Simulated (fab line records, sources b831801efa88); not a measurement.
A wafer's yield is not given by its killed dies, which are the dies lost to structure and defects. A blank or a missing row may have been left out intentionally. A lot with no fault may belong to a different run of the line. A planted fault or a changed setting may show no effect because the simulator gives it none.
A single fault, viewed from 2 desks ; flow gf180mcu ; only its own numbers are on each desk; what lay behind them is given at the end

## DESK OF THE TOOL OWNER: plasmaAsher-03
The tool's own readings at GF_VT_IMPLANT_STRIP_20 (strips in O2/N2): means of the sampled wafers that have a number, for each lot that ran on this tool. If a lot's mean is further than 4 standard deviations from the usual mean, the lot is out of limits and carries the mark OUT (the distance appears in the brackets).
Columns: A = drypumpMotorCurrentA at GF_VT_IMPLANT_STRIP_20, usual 5.7 A; B = heaterPowerW at GF_VT_IMPLANT_STRIP_20, usual 336 W; C = o2FlowSccm at GF_VT_IMPLANT_STRIP_20, usual 3001 sccm; D = oesProductAu at GF_VT_IMPLANT_STRIP_20, usual 0.715 a.u.; E = platenTempC at GF_VT_IMPLANT_STRIP_20, usual 250.02 C; F = stripTimeToEndpointS at GF_VT_IMPLANT_STRIP_20, usual 12.62 s
lot;first seen here;A;B;C;D;E;F
L351;day 6 07:25;6.0;302;2995;0.718;250.07;12.66
L356;day 7 15:20;5.8;298;2997;0.912 (+40) OUT;250.26;-
L365;day 10 01:45;6.0;299;3003;0.716;249.84;12.65
L369;day 10 22:03;5.8;290;2994;0.713;250.24;12.64
L371;day 11 12:23;5.8;297;3000;0.714;250.00;12.60
L373;day 12 00:02;5.8;294;2998;0.716;249.98;12.58
This desk's verdict: out of limits on L356, starting with L356 at day 7 15:20 (oesProductAu at GF_VT_IMPLANT_STRIP_20). L351, L365, L369, L371, L373 stayed within limits.

## THE METROLOGY DESK
Means of the sampled wafers that have a number, per lot and without regard to the tool the lot ran on: this is what the gauges read. If a lot's mean is further than 4 standard deviations from the usual mean, the lot is out of limits and carries the mark OUT (the distance appears in the brackets).
Columns: A = VT_IMPLANT_3_TW at GF_VT_IMPLANT_TW_MEAS_32, usual 271; B = cdNm at GF_SAB_CD_MEAS_09, usual 419.8 nm
lot;first seen here;A;B
L351;day 6 23:02;267;419.6
L352;day 7 04:41;273;419.0
L356;day 8 06:56;30 (-78) OUT;-
L359;day 9 02:34;270;425.6
L364;day 10 09:55;266;416.7
L365;day 10 19:55;267;421.1
L366;day 10 23:35;267;416.3
L369;day 11 16:31;276;420.6
L371;day 12 07:15;274;422.6
L373;day 12 19:23;274;418.0
L374;day 13 04:04;268;421.4
Per this desk, out of limits: L356; the first was L356, day 8 06:56 (VT_IMPLANT_3_TW at GF_VT_IMPLANT_TW_MEAS_32). L351, L352, L359, L364, L365, L366, L369, L371, L373, L374 stayed within limits.

## PUT TOGETHER
On L356, at day 7 15:20, an alarm was possible from the tool owner's desk.
Metrology desk: alarm possible at day 8 06:56 on L356.
Every lot named ran GF_VT_IMPLANT_STRIP_20 on plasmaAsher-03.

## WHAT THE SIMULATOR PUT IN
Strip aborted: plasmaAsher-03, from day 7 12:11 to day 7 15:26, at GF_VT_IMPLANT_STRIP_20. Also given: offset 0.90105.
Struck lots among those shown: L356.
Delay (hours) between the fault's onset and each desk's first out-of-limits reading: 3 at the tool owner's desk, 19 at the metrology desk.
